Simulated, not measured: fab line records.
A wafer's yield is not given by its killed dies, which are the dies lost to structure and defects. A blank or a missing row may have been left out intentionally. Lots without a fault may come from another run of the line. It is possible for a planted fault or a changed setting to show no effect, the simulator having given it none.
Split-lot study / flow gf180mcu / 23 wafers read from 5 lots, route of 602 steps

== ON THE SPLIT ==
At GF_DUAL_GATE_COAT_06 (resist thk 1000 nm), the setting spinRpm was moved away from the recipe's 3000 rpm on 8 of the 23 wafers read, by +5.9% to +7.3%. This setting was run at the recipe's value on the other wafers.

The reading comes from the split's own step.

== THE READING ==
NOVOLAK_of_DUAL_GATE_COAT_06.thkNm (the simulator's own value, which no gauge read), in nm, at GF_DUAL_GATE_COAT_06 (resist thk 1000 nm). No usual value for it is given in the file. Here, 15 wafers ran the recipe; their average is 999.5 nm with a standard deviation of 2.6 nm.

wafer=L074.2; tool, chamber at the split=lithoTrack-03, 0; spinRpm as run, rpm=3000; against the recipe=recipe; NOVOLAK_of_DUAL_GATE_COAT_06.thkNm, nm=1002; against lot-mates on the recipe=-
wafer=L074.3; tool, chamber at the split=lithoTrack-03, 0; spinRpm as run, rpm=3178; against the recipe=+5.9%; NOVOLAK_of_DUAL_GATE_COAT_06.thkNm, nm=967.9; against lot-mates on the recipe=-32.0
wafer=L074.4; tool, chamber at the split=lithoTrack-03, 0; spinRpm as run, rpm=3178; against the recipe=+5.9%; NOVOLAK_of_DUAL_GATE_COAT_06.thkNm, nm=973.7; against lot-mates on the recipe=-26.2
wafer=L074.5; tool, chamber at the split=lithoTrack-03, 0; spinRpm as run, rpm=3000; against the recipe=recipe; NOVOLAK_of_DUAL_GATE_COAT_06.thkNm, nm=997.8; against lot-mates on the recipe=-
wafer=L074.6; tool, chamber at the split=lithoTrack-03, 0; spinRpm as run, rpm=3178; against the recipe=+5.9%; NOVOLAK_of_DUAL_GATE_COAT_06.thkNm, nm=972.7; against lot-mates on the recipe=-27.2
wafer=L076.1; tool, chamber at the split=lithoTrack-02, 0; spinRpm as run, rpm=3000; against the recipe=recipe; NOVOLAK_of_DUAL_GATE_COAT_06.thkNm, nm=994.5; against lot-mates on the recipe=-
wafer=L076.3; tool, chamber at the split=lithoTrack-02, 0; spinRpm as run, rpm=3000; against the recipe=recipe; NOVOLAK_of_DUAL_GATE_COAT_06.thkNm, nm=999.9; against lot-mates on the recipe=-
wafer=L076.6; tool, chamber at the split=lithoTrack-02, 0; spinRpm as run, rpm=3000; against the recipe=recipe; NOVOLAK_of_DUAL_GATE_COAT_06.thkNm, nm=994.2; against lot-mates on the recipe=-
wafer=L077.1; tool, chamber at the split=lithoTrack-03, 0; spinRpm as run, rpm=3000; against the recipe=recipe; NOVOLAK_of_DUAL_GATE_COAT_06.thkNm, nm=1000; against lot-mates on the recipe=-
wafer=L077.2; tool, chamber at the split=lithoTrack-03, 0; spinRpm as run, rpm=3000; against the recipe=recipe; NOVOLAK_of_DUAL_GATE_COAT_06.thkNm, nm=999.1; against lot-mates on the recipe=-
wafer=L077.4; tool, chamber at the split=lithoTrack-03, 0; spinRpm as run, rpm=3000; against the recipe=recipe; NOVOLAK_of_DUAL_GATE_COAT_06.thkNm, nm=1003; against lot-mates on the recipe=-
wafer=L077.5; tool, chamber at the split=lithoTrack-03, 0; spinRpm as run, rpm=3000; against the recipe=recipe; NOVOLAK_of_DUAL_GATE_COAT_06.thkNm, nm=997.7; against lot-mates on the recipe=-
wafer=L077.6; tool, chamber at the split=lithoTrack-03, 0; spinRpm as run, rpm=3000; against the recipe=recipe; NOVOLAK_of_DUAL_GATE_COAT_06.thkNm, nm=999.3; against lot-mates on the recipe=-
wafer=L079.2; tool, chamber at the split=lithoTrack-01, 0; spinRpm as run, rpm=3202; against the recipe=+6.7%; NOVOLAK_of_DUAL_GATE_COAT_06.thkNm, nm=970.3; against lot-mates on the recipe=-31.4
wafer=L079.3; tool, chamber at the split=lithoTrack-01, 0; spinRpm as run, rpm=3000; against the recipe=recipe; NOVOLAK_of_DUAL_GATE_COAT_06.thkNm, nm=1004; against lot-mates on the recipe=-
wafer=L079.4; tool, chamber at the split=lithoTrack-01, 0; spinRpm as run, rpm=3000; against the recipe=recipe; NOVOLAK_of_DUAL_GATE_COAT_06.thkNm, nm=1001; against lot-mates on the recipe=-
wafer=L079.5; tool, chamber at the split=lithoTrack-01, 0; spinRpm as run, rpm=3202; against the recipe=+6.7%; NOVOLAK_of_DUAL_GATE_COAT_06.thkNm, nm=971.6; against lot-mates on the recipe=-30.1
wafer=L079.6; tool, chamber at the split=lithoTrack-01, 0; spinRpm as run, rpm=3000; against the recipe=recipe; NOVOLAK_of_DUAL_GATE_COAT_06.thkNm, nm=1000; against lot-mates on the recipe=-
wafer=L083.1; tool, chamber at the split=lithoTrack-02, 0; spinRpm as run, rpm=3220; against the recipe=+7.3%; NOVOLAK_of_DUAL_GATE_COAT_06.thkNm, nm=964.8; against lot-mates on the recipe=-35.1
wafer=L083.2; tool, chamber at the split=lithoTrack-02, 0; spinRpm as run, rpm=3000; against the recipe=recipe; NOVOLAK_of_DUAL_GATE_COAT_06.thkNm, nm=999.7; against lot-mates on the recipe=-
wafer=L083.3; tool, chamber at the split=lithoTrack-02, 0; spinRpm as run, rpm=3220; against the recipe=+7.3%; NOVOLAK_of_DUAL_GATE_COAT_06.thkNm, nm=962.4; against lot-mates on the recipe=-37.5
wafer=L083.4; tool, chamber at the split=lithoTrack-02, 0; spinRpm as run, rpm=3000; against the recipe=recipe; NOVOLAK_of_DUAL_GATE_COAT_06.thkNm, nm=1000; against lot-mates on the recipe=-
wafer=L083.5; tool, chamber at the split=lithoTrack-02, 0; spinRpm as run, rpm=3220; against the recipe=+7.3%; NOVOLAK_of_DUAL_GATE_COAT_06.thkNm, nm=964.7; against lot-mates on the recipe=-35.1

THE FIT
A straight line over all 23 wafers: NOVOLAK_of_DUAL_GATE_COAT_06.thkNm changes by -4.66 nm for each +1% of spinRpm; r = -0.99; the points scatter about the line by 2.6 nm.
The same after taking each lot's own level away (the mean of its wafers on the recipe; 23 wafers): -4.78 nm for each +1%; r = -0.99; scatter 2 nm.
According to that fit, moving spinRpm by its largest amount changes the reading by 35 nm.
The span of the lots' own levels, 996.20 to 1001.67 nm, comes to 2.1 times the standard deviation stated above.
Hence the lot-to-lot level has little effect on the slope; both slopes agree.
Check: -35.1 nm against its lot-mates is what the line predicts for one of the wafers moved furthest among these (+7.3%) when that wafer is left out of the fit. Against them it came out at -35.1 nm.

== ADDITIONAL SPLITS CARRIED BY THESE WAFERS ==
These wafers also went through other splits before the reading. Each is held against what the fit with the lots' levels taken away leaves over:
other split on the same wafers=GF_VT_IMPLANT_IMPLANT_41 energyKev; wafers away from the commonest value=8; r with NOVOLAK_of_DUAL_GATE_COAT_06.thkNm (lot level and that fit taken away)=+0.02
other split on the same wafers=GF_DUAL_GATE_OXIDATION_02 tempC; wafers away from the commonest value=15; r with NOVOLAK_of_DUAL_GATE_COAT_06.thkNm (lot level and that fit taken away)=-0.10

== THE WHOLE CHAIN: every reading that the file lists as answering this split, in the file's order ==
step=GF_DUAL_GATE_COAT_06; what it does=resist thk 1000 nm; reading=NOVOLAK_of_DUAL_GATE_COAT_06.thkNm (the simulator's own value, which no gauge read); change (the file's fit)=-4.76 nm for each +1% of the setting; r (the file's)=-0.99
step=GF_DUAL_GATE_STRIP_13; what it does=strips in O2/N2; reading=stripTimeToEndpointS; change (the file's fit)=withheld for each +1% of the setting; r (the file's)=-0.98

== FILE'S OWN FIT ==
NOVOLAK_of_DUAL_GATE_COAT_06.thkNm changes by -4.76 nm for each +1% of spinRpm, r = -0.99.
